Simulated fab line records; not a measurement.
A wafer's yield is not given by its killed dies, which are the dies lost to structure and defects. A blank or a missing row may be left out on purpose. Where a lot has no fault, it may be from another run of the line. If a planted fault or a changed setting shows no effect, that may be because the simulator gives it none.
fab line records	flow sky130
[record] lots = 24	wafers = 72	lastDay = 50
route steps=708 shown FIELD_ISO@5 NWELL@81 POLY_CUT@315 SD_P@331 CONTACT@411
lots that met no fault: taken from a fault-free run of the same line
startH: the number of hours between the record's first day and the start of the first shown wafer of the lot	waitH: hours since the lot's step before	" identical to the entry in the row above	L1.1+2: one row covering several wafers at once	- no value, or no start was given	* or withheld: withheld	< > ~ a bound
route shown NAME@n: NAME is a module with steps in the file, n the number in the route of the first one	usual: mean/standard deviation of fault-free wafers	same: alike in all rows	chamber/n: place in a boat	sites: per-site readings	_std_site: how widely they spread, as a standard deviation	_edge_site: inner sites' mean taken away from outer sites' mean	radiusMm: how far each site lies from the wafer's centre	mask NAME#n: copy n	behind: the last tool/chamber to shape the wafer	hold: the reason the lot was held/the length of the hold in hours/how it ended	device: the n, p or np transistor that did not switch	end of line: the tests these same wafers got at the end of their route	a step with no rows: only its recipe	killed: dies that structure and defects cost at the first sort, which is not the same as the wafer's yield	map: shows each die of a wafer: x if killed, . if not, _ if none is there
set.NAME: the setting that was run; set.NAME@STEP: the one run at that earlier step	model.NAME: the simulator's own value behind a step, which no gauge read
steps of the route over a sample of lots; a table a step, a row a wafer
[[steps]]
[step SKY_FIELD_ISO_THK_MEAS_04]
[recipe] reads = Si3N4_of_FIELD_ISO_CVD_03
[usual] FIELD_ISO_CVD_03_THK = 164.2/1.2
lot.wafer	tool	chamber	startH	waitH	FIELD_ISO_CVD_03_THK[nm]
L074.2	filmMetro-01	-	14.41	0.0	166.0
L074.4	"	-	"	"	164.8
L074.6	"	-	"	"	167.1
L075.3	filmMetro-04	-	18.85	0.0	162.9
L075.4	"	-	"	"	162.6
L075.5	"	-	"	"	163.7
L076.1	filmMetro-04	-	23.48	0.0	164.2
L076.3	"	-	"	"	164.9
L076.5	"	-	"	"	164.0
L077.1	filmMetro-01	-	31.30	0.0	162.5
L077.4	"	-	"	"	164.4
L077.5	"	-	"	"	164.5
L078.1	filmMetro-04	-	33.89	0.0	163.4
L078.5	"	-	"	"	162.8
L078.6	"	-	"	"	163.3
L079.2	filmMetro-01	-	39.06	0.0	163.0
L079.3	"	-	"	"	163.9
L079.4	"	-	"	"	163.3
L080.1	filmMetro-01	-	46.25	0.0	163.1
L080.2	"	-	"	"	162.3
L080.3	"	-	"	"	161.6
L081.2	filmMetro-03	-	50.62	0.0	164.5
L081.5	"	-	"	"	164.2
L081.6	"	-	"	"	162.9
L082.1	filmMetro-01	-	54.69	0.0	164.1
L082.2	"	-	"	"	163.9
L082.5	"	-	"	"	163.4
L083.3	filmMetro-03	-	58.91	0.0	163.6
L083.4	"	-	"	"	164.7
L083.6	"	-	"	"	164.7
L084.1	filmMetro-04	-	65.74	0.0	164.1
L084.4	"	-	"	"	164.4
L084.5	"	-	"	"	163.6
L085.4	filmMetro-04	-	68.91	0.0	164.1
L085.5	"	-	"	"	162.6
L085.6	"	-	"	"	164.5
L086.1	filmMetro-03	-	73.48	0.0	163.9
L086.3	"	-	"	"	164.1
L086.5	"	-	"	"	163.3
L087.1	filmMetro-03	-	78.48	0.0	165.2
L087.3	"	-	"	"	164.4
L087.6	"	-	"	"	164.3
L088.3	filmMetro-03	-	83.50	0.0	166.6
L088.5	"	-	"	"	166.4
L088.6	"	-	"	"	164.1
L089.1	filmMetro-04	-	89.48	0.0	165.3
L089.2	"	-	"	"	164.9
L089.4	"	-	"	"	165.3
L090.1	filmMetro-04	-	93.73	0.0	163.9
L090.3	"	-	"	"	164.0
L090.5	"	-	"	"	164.6
L091.4	filmMetro-03	-	98.69	0.0	163.3
L091.5	"	-	"	"	163.1
L091.6	"	-	"	"	163.4
L092.1	filmMetro-04	-	104.55	0.0	165.9
L092.3	"	-	"	"	164.9
L092.6	"	-	"	"	165.1
L093.1	filmMetro-01	-	110.78	0.0	166.2
L093.2	"	-	"	"	165.6
L093.6	"	-	"	"	165.8
L094.3	filmMetro-01	-	117.15	0.0	161.6
L094.4	"	-	"	"	163.0
L094.6	"	-	"	"	163.3
L095.1	filmMetro-03	-	127.10	0.0	165.1
L095.2	"	-	"	"	163.6
L095.3	"	-	"	"	166.1
L096.1	filmMetro-04	-	127.10	0.0	165.3
L096.4	"	-	"	"	165.6
L096.6	"	-	"	"	166.4
L097.2	filmMetro-03	-	135.69	0.0	165.3
L097.5	"	-	"	"	165.4
L097.6	"	-	"	"	165.1
[step SKY_NWELL_RTA_28]
[recipe] tempC = 1050	timeS = 30	idleTempC = 650	rampUpCPerS = 150	rampDownCPerS = 90	ambient = N2
[usual] annealTempCMax = 1056.0/1.2	lampPowerPct = 25.30/0.055	wafer_temp_C_max = 1054.8/0.9
[same] timeS = 30
lot.wafer	tool	chamber	startH	waitH	annealTempCMax	lampPowerPct	wafer_temp_C_max
L074.2	rtpAnneal-01	0	99.87	0.0	1058.0	25.28	1053.7
L074.4	"	0	"	"	1056.6	25.28	1055.8
L074.6	"	0	"	"	1056.2	25.33	1054.4
L076.1	rtpAnneal-02	0	121.69	0.0	1056.8	25.29	1055.3
L076.3	"	0	"	"	1055.5	25.31	1055.6
L076.5	"	0	"	"	1053.8	25.41	1055.4
L075.3	rtpAnneal-01	0	121.98	0.0	1057.3	25.34	1053.4
L075.4	"	0	"	"	1055.8	25.32	1054.0
L075.5	"	0	"	"	1056.8	25.33	1056.1
L078.1	rtpAnneal-01	0	128.29	0.0	1056.2	25.27	1053.8
L078.5	"	0	"	"	1056.2	25.24	1053.9
L078.6	"	0	"	"	1057.5	25.37	1055.3
L077.1	rtpAnneal-02	0	128.53	0.0	1055.0	25.28	1054.2
L077.4	"	0	"	"	1055.7	25.28	1056.5
L077.5	"	0	"	"	1056.3	25.28	1056.5
L079.2	rtpAnneal-01	0	132.36	0.0	1055.7	25.30	1054.2
L079.3	"	0	"	"	1057.4	25.26	1052.9
L079.4	"	0	"	"	1056.6	25.28	1053.9
L080.1	rtpAnneal-01	0	138.29	0.0	1056.5	25.26	1055.6
L080.2	"	0	"	"	1056.4	25.28	1055.4
L080.3	"	0	"	"	1058.8	25.28	1054.3
L081.2	rtpAnneal-02	0	144.26	0.0	1056.2	25.32	1054.3
L081.5	"	0	"	"	1055.5	25.35	1055.5
L081.6	"	0	"	"	1055.0	25.29	1053.7
L082.1	rtpAnneal-02	0	150.64	0.0	1056.2	25.38	1055.0
L082.2	"	0	"	"	1055.6	25.28	1054.7
L082.5	"	0	"	"	1054.3	25.35	1054.4
L083.3	rtpAnneal-01	0	158.18	0.0	1056.5	25.23	1055.3
L083.4	"	0	"	"	1055.9	25.30	1053.7
L083.6	"	0	"	"	1055.9	25.44	1054.6
L084.1	rtpAnneal-02	0	162.53	0.0	1054.7	25.40	1053.9
L084.4	"	0	"	"	1055.4	25.35	1055.3
L084.5	"	0	"	"	1053.8	25.28	1053.6
L085.4	rtpAnneal-02	0	171.49	0.1	1054.1	25.21	1053.6
L085.5	"	0	"	"	1055.7	25.25	1055.4
L085.6	"	0	"	"	1055.6	25.33	1054.3
L086.1	rtpAnneal-01	0	173.41	0.0	1056.4	25.22	1053.9
L086.3	"	0	"	"	1058.1	25.30	1055.8
L086.5	"	0	"	"	1058.8	25.32	1054.8
L087.1	rtpAnneal-02	0	179.24	0.0	1055.5	25.25	1054.4
L087.3	"	0	"	"	1057.4	25.32	1054.7
L087.6	"	0	"	"	1056.6	25.32	1053.8
L088.3	rtpAnneal-01	0	188.58	0.0	1055.5	25.30	1054.3
L088.5	"	0	"	"	1057.5	25.30	1054.3
L088.6	"	0	"	"	1058.7	25.25	1054.4
L090.1	rtpAnneal-02	0	214.39	0.0	1055.0	25.31	1053.1
L090.3	"	0	"	"	1055.1	25.33	1054.7
L090.5	"	0	"	"	1054.9	25.22	1053.8
L089.1	rtpAnneal-01	0	215.39	0.0	1056.0	25.26	1054.2
L089.2	"	0	"	"	1056.0	25.24	1054.0
L089.4	"	0	"	"	1056.8	25.23	1054.1
L091.4	rtpAnneal-02	0	216.79	0.1	1055.1	25.31	1055.7
L091.5	"	0	"	"	1055.1	25.28	1055.4
L091.6	"	0	"	"	1055.1	25.29	1054.6
L093.1	rtpAnneal-02	0	222.93	0.0	1055.8	25.25	1054.0
L093.2	"	0	"	"	1055.9	25.24	1054.6
L093.6	"	0	"	"	1055.0	25.33	1055.9
L092.1	rtpAnneal-01	0	224.39	0.0	1055.0	25.32	1055.1
L092.3	"	0	"	"	1056.7	25.33	1055.4
L092.6	"	0	"	"	1058.0	25.41	1054.0
L094.3	rtpAnneal-02	0	225.12	0.0	1054.2	25.31	1054.2
L094.4	"	0	"	"	1056.2	25.23	1054.2
L094.6	"	0	"	"	1053.2	25.22	1058.0
L096.1	rtpAnneal-01	0	237.04	0.0	1055.8	25.27	1055.2
L096.4	"	0	"	"	1056.9	25.27	1056.2
L096.6	"	0	"	"	1058.2	25.37	1055.4
L095.1	rtpAnneal-02	0	237.36	0.0	1056.1	25.25	1056.6
L095.2	"	0	"	"	1054.0	25.29	1054.4
L095.3	"	0	"	"	1055.0	25.31	1054.0
L097.2	rtpAnneal-01	0	249.78	0.0	1059.1	25.28	1054.9
L097.5	"	0	"	"	1057.7	25.39	1054.1
L097.6	"	0	"	"	1055.4	25.28	1055.6
[step SKY_NWELL_RS_MEAS_29]
[recipe] thkMeasGauge = four-point-probe
[usual] NWELL_RS = 625.0/1.7
lot.wafer	tool	chamber	startH	waitH	NWELL_RS[ohm/sq]
L074.2	filmMetro-01	-	100.06	0.2	624.1
L074.4	"	-	"	"	623.2
L074.6	"	-	"	"	623.9
L076.1	filmMetro-03	-	121.79	0.1	627.7
L076.3	"	-	"	"	627.8
L076.5	"	-	"	"	624.9
L075.3	filmMetro-02	-	122.09	0.1	626.9
L075.4	"	-	"	"	625.1
L075.5	"	-	"	"	625.6
L078.1	filmMetro-02	-	128.39	0.1	625.9
L078.5	"	-	"	"	624.7
L078.6	"	-	"	"	627.6
L077.1	filmMetro-03	-	128.63	0.1	625.4
L077.4	"	-	"	"	626.8
L077.5	"	-	"	"	626.1
L079.2	filmMetro-01	-	132.46	0.1	627.9
L079.3	"	-	"	"	626.4
L079.4	"	-	"	"	626.3
L080.1	filmMetro-03	-	138.39	0.1	625.9
L080.2	"	-	"	"	625.4
L080.3	"	-	"	"	624.9
L081.2	filmMetro-03	-	144.36	0.1	624.8
L081.5	"	-	"	"	625.7
L081.6	"	-	"	"	624.3
L082.1	filmMetro-03	-	150.74	0.1	623.7
L082.2	"	-	"	"	622.6
L082.5	"	-	"	"	620.4
L083.3	filmMetro-02	-	158.28	0.1	623.8
L083.4	"	-	"	"	624.8
L083.6	"	-	"	"	624.1
L084.1	filmMetro-02	-	162.63	0.1	624.3
L084.4	"	-	"	"	622.7
L084.5	"	-	"	"	623.8
L085.4	filmMetro-01	-	171.60	0.1	626.3
L085.5	"	-	"	"	628.4
L085.6	"	-	"	"	627.5
L086.1	filmMetro-01	-	173.51	0.1	624.1
L086.3	"	-	"	"	626.2
L086.5	"	-	"	"	626.3
L087.1	filmMetro-03	-	179.34	0.1	623.7
L087.3	"	-	"	"	623.0
L087.6	"	-	"	"	624.0
L088.3	filmMetro-01	-	188.68	0.1	627.1
L088.5	"	-	"	"	626.7
L088.6	"	-	"	"	628.6
L090.1	filmMetro-02	-	214.49	0.1	624.0
L090.3	"	-	"	"	625.3
L090.5	"	-	"	"	625.5
L089.1	filmMetro-03	-	215.49	0.1	624.6
L089.2	"	-	"	"	624.5
L089.4	"	-	"	"	624.5
L091.4	filmMetro-03	-	216.90	0.1	622.7
L091.5	"	-	"	"	628.6
L091.6	"	-	"	"	624.6
L093.1	filmMetro-01	-	223.03	0.1	621.8
L093.2	"	-	"	"	622.1
L093.6	"	-	"	"	623.2
L092.1	filmMetro-02	-	224.49	0.1	623.3
L092.3	"	-	"	"	622.3
L092.6	"	-	"	"	624.8
L094.3	filmMetro-01	-	225.23	0.1	626.8
L094.4	"	-	"	"	625.8
L094.6	"	-	"	"	625.7
L096.1	filmMetro-03	-	237.14	0.1	623.6
L096.4	"	-	"	"	623.1
L096.6	"	-	"	"	624.8
L095.1	filmMetro-02	-	237.56	0.2	624.8
L095.2	"	-	"	"	623.6
L095.3	"	-	"	"	621.8
L097.2	filmMetro-03	-	249.96	0.2	625.1
L097.5	"	-	"	"	624.4
L097.6	"	-	"	"	625.1
[step SKY_POLY_CUT_CD_MEAS_08]
[recipe] targetCdNm = 270
[usual] cdNm = 269.5/1.5
lot.wafer	tool	chamber	startH	waitH	cdNm
L074.2	cdSem-01	-	545.76	-	268.4
L074.4	"	-	"	"	269.3
L074.6	"	-	"	"	269.5
L076.1	cdSem-02	-	575.19	-	267.9
L076.3	"	-	"	"	268.5
L076.5	"	-	"	"	267.1
L075.3	cdSem-01	-	583.48	-	269.9
L075.4	"	-	"	"	270.3
L075.5	"	-	"	"	269.3
L078.1	cdSem-02	-	588.39	-	269.3
L078.5	"	-	"	"	270.0
L078.6	"	-	"	"	268.9
L077.1	cdSem-01	-	592.24	-	269.1
L077.4	"	-	"	"	270.0
L077.5	"	-	"	"	268.7
L079.2	cdSem-01	-	606.56	-	267.6
L079.3	"	-	"	"	266.1
L079.4	"	-	"	"	266.8
L080.1	cdSem-02	-	611.11	-	268.4
L080.2	"	-	"	"	267.4
L080.3	"	-	"	"	268.3
L081.2	cdSem-01	-	615.41	-	269.0
L081.5	"	-	"	"	269.9
L081.6	"	-	"	"	270.8
L082.1	cdSem-02	-	622.74	-	269.2
L082.2	"	-	"	"	270.2
L082.5	"	-	"	"	269.4
L083.3	cdSem-01	-	630.28	-	269.8
L083.4	"	-	"	"	269.2
L083.6	"	-	"	"	268.6
L084.1	cdSem-02	-	652.24	-	272.8
L084.4	"	-	"	"	271.6
L084.5	"	-	"	"	271.1
L085.4	cdSem-02	-	653.65	-	268.4
L085.5	"	-	"	"	267.5
L085.6	"	-	"	"	267.9
L086.1	cdSem-02	-	656.29	-	271.8
L086.3	"	-	"	"	271.6
L086.5	"	-	"	"	273.0
L087.1	cdSem-02	-	657.99	-	272.1
L087.3	"	-	"	"	270.5
L087.6	"	-	"	"	270.3
L088.3	cdSem-02	-	672.78	-	265.7
L088.5	"	-	"	"	266.7
L088.6	"	-	"	"	265.9
L090.1	cdSem-01	-	704.04	-	269.6
L090.3	"	-	"	"	267.0
L090.5	"	-	"	"	269.4
L089.1	cdSem-02	-	705.64	-	270.1
L089.2	"	-	"	"	268.7
L089.4	"	-	"	"	270.1
L091.4	cdSem-01	-	712.60	-	270.0
L091.5	"	-	"	"	268.1
L091.6	"	-	"	"	271.9
L093.1	cdSem-01	-	718.14	-	270.6
L093.2	"	-	"	"	270.4
L093.6	"	-	"	"	269.5
L094.3	cdSem-02	-	720.98	-	268.4
L094.4	"	-	"	"	269.4
L094.6	"	-	"	"	269.5
L092.1	cdSem-01	-	722.34	-	269.3
L092.3	"	-	"	"	270.1
L092.6	"	-	"	"	270.6
L096.1	cdSem-02	-	734.84	-	270.2
L096.4	"	-	"	"	268.9
L096.6	"	-	"	"	270.4
L095.1	cdSem-02	-	737.89	-	270.9
L095.2	"	-	"	"	271.5
L095.3	"	-	"	"	269.4
L097.2	cdSem-02	-	753.31	-	269.6
L097.5	"	-	"	"	272.2
L097.6	"	-	"	"	269.9
[step SKY_SD_P_TW_MEAS_11]
[usual] SD_P_TW = 2828/20
lot.wafer	tool	chamber	startH	waitH	SD_P_TW
L074.2	filmMetro-02	-	575.16	0.1	2877
L074.4	"	-	"	"	2867
L074.6	"	-	"	"	2877
L076.1	filmMetro-03	-	604.99	0.1	2810
L076.3	"	-	"	"	2810
L076.5	"	-	"	"	2813
L075.3	filmMetro-03	-	613.28	0.1	2821
L075.4	"	-	"	"	2799
L075.5	"	-	"	"	2804
L078.1	filmMetro-04	-	617.70	0.1	2824
L078.5	"	-	"	"	2827
L078.6	"	-	"	"	2821
L077.1	filmMetro-02	-	621.49	0.1	2850
L077.4	"	-	"	"	2849
L077.5	"	-	"	"	2855
L079.2	filmMetro-04	-	635.41	0.1	2805
L079.3	"	-	"	"	2808
L079.4	"	-	"	"	2813
L080.1	filmMetro-03	-	639.50	0.1	2787
L080.2	"	-	"	"	2798
L080.3	"	-	"	"	2816
L081.2	filmMetro-02	-	644.51	0.1	2831
L081.5	"	-	"	"	2837
L081.6	"	-	"	"	2856
L082.1	filmMetro-03	-	651.35	0.1	2806
L082.2	"	-	"	"	2816
L082.5	"	-	"	"	2824
L083.3	filmMetro-03	-	659.16	0.1	2804
L083.4	"	-	"	"	2808
L083.6	"	-	"	"	2814
L084.1	filmMetro-02	-	681.50	0.1	2840
L084.4	"	-	"	"	2843
L084.5	"	-	"	"	2846
L085.4	filmMetro-03	-	683.28	0.1	2783
L085.5	"	-	"	"	2809
L085.6	"	-	"	"	2805
L086.1	filmMetro-02	-	684.89	0.1	2848
L086.3	"	-	"	"	2854
L086.5	"	-	"	"	2837
L087.1	filmMetro-02	-	686.94	0.1	2843
L087.3	"	-	"	"	2844
L087.6	"	-	"	"	2843
L088.3	filmMetro-03	-	702.27	0.1	2844
L088.5	"	-	"	"	2846
L088.6	"	-	"	"	2816
L090.1	filmMetro-03	-	731.21	0.1	2797
L090.3	"	-	"	"	2804
L090.5	"	-	"	"	2803
L089.1	filmMetro-04	-	733.30	0.1	2814
L089.2	"	-	"	"	2840
L089.4	"	-	"	"	2830
L091.4	filmMetro-03	-	740.67	0.1	2815
L091.5	"	-	"	"	2807
L091.6	"	-	"	"	2815
L093.1	filmMetro-03	-	746.15	0.1	2835
L093.2	"	-	"	"	2830
L093.6	"	-	"	"	2830
L094.3	filmMetro-02	-	748.21	0.1	2846
L094.4	"	-	"	"	2861
L094.6	"	-	"	"	2841
L092.1	filmMetro-04	-	750.04	0.1	2829
L092.3	"	-	"	"	2811
L092.6	"	-	"	"	2821
L096.1	filmMetro-02	-	762.80	0.1	2846
L096.4	"	-	"	"	2831
L096.6	"	-	"	"	2835
L095.1	filmMetro-02	-	765.65	0.1	2841
L095.2	"	-	"	"	2835
L095.3	"	-	"	"	2848
L097.2	filmMetro-02	-	780.31	0.1	2832
L097.5	"	-	"	"	2839
L097.6	"	-	"	"	2846
[step SKY_CONTACT_BOW_MEAS_05]
[recipe] mode = bow
[usual] CONTACT_BOW = 80/7.1
lot.wafer	tool	chamber	startH	waitH	CONTACT_BOW[um]
L074.2	filmMetro-01	-	693.30	0.2	90
L074.4	"	-	"	"	90
L074.6	"	-	"	"	81
L076.1	filmMetro-03	-	722.12	0.1	83
L076.3	"	-	"	"	85
L076.5	"	-	"	"	83
L075.3	filmMetro-01	-	728.57	0.2	83
L075.4	"	-	"	"	74
L075.5	"	-	"	"	86
L078.1	filmMetro-01	-	735.18	0.1	80
L078.5	"	-	"	"	79
L078.6	"	-	"	"	88
L077.1	filmMetro-01	-	740.67	0.1	70
L077.4	"	-	"	"	78
L077.5	"	-	"	"	83
L079.2	filmMetro-01	-	752.31	0.1	83
L079.3	"	-	"	"	90
L079.4	"	-	"	"	77
L080.1	filmMetro-03	-	756.36	0.2	85
L080.2	"	-	"	"	88
L080.3	"	-	"	"	75
L081.2	filmMetro-04	-	760.93	0.2	89
L081.5	"	-	"	"	84
L081.6	"	-	"	"	88
L082.1	filmMetro-04	-	768.20	0.1	79
L082.2	"	-	"	"	79
L082.5	"	-	"	"	79
L083.3	filmMetro-01	-	774.77	0.1	80
L083.4	"	-	"	"	77
L083.6	"	-	"	"	73
L084.1	filmMetro-03	-	794.53	0.2	72
L084.4	"	-	"	"	79
L084.5	"	-	"	"	80
L085.4	filmMetro-04	-	796.84	0.2	77
L085.5	"	-	"	"	81
L085.6	"	-	"	"	65
L086.1	filmMetro-01	-	797.17	0.2	98
L086.3	"	-	"	"	83
L086.5	"	-	"	"	81
L087.1	filmMetro-01	-	800.31	0.2	68
L087.3	"	-	"	"	89
L087.6	"	-	"	"	89
L088.3	filmMetro-03	-	811.13	0.3	75
L088.5	"	-	"	"	78
L088.6	"	-	"	"	81
L090.1	filmMetro-01	-	836.24	0.2	74
L090.3	"	-	"	"	73
L090.5	"	-	"	"	79
L089.1	filmMetro-01	-	837.63	0.2	68
L089.2	"	-	"	"	80
L089.4	"	-	"	"	80
L091.4	filmMetro-01	-	845.34	0.2	85
L091.5	"	-	"	"	89
L091.6	"	-	"	"	92
L093.1	filmMetro-03	-	851.87	0.1	81
L093.2	"	-	"	"	89
L093.6	"	-	"	"	67
L094.3	filmMetro-04	-	852.68	0.1	81
L094.4	"	-	"	"	74
L094.6	"	-	"	"	77
L092.1	filmMetro-01	-	854.00	0.1	80
L092.3	"	-	"	"	80
L092.6	"	-	"	"	79
L096.1	filmMetro-01	-	866.24	0.1	69
L096.4	"	-	"	"	71
L096.6	"	-	"	"	82
L095.1	filmMetro-01	-	868.48	0.1	95
L095.2	"	-	"	"	69
L095.3	"	-	"	"	84
L097.2	filmMetro-03	-	883.95	0.2	74
L097.5	"	-	"	"	83
L097.6	"	-	"	"	100
[[key]]
fault none
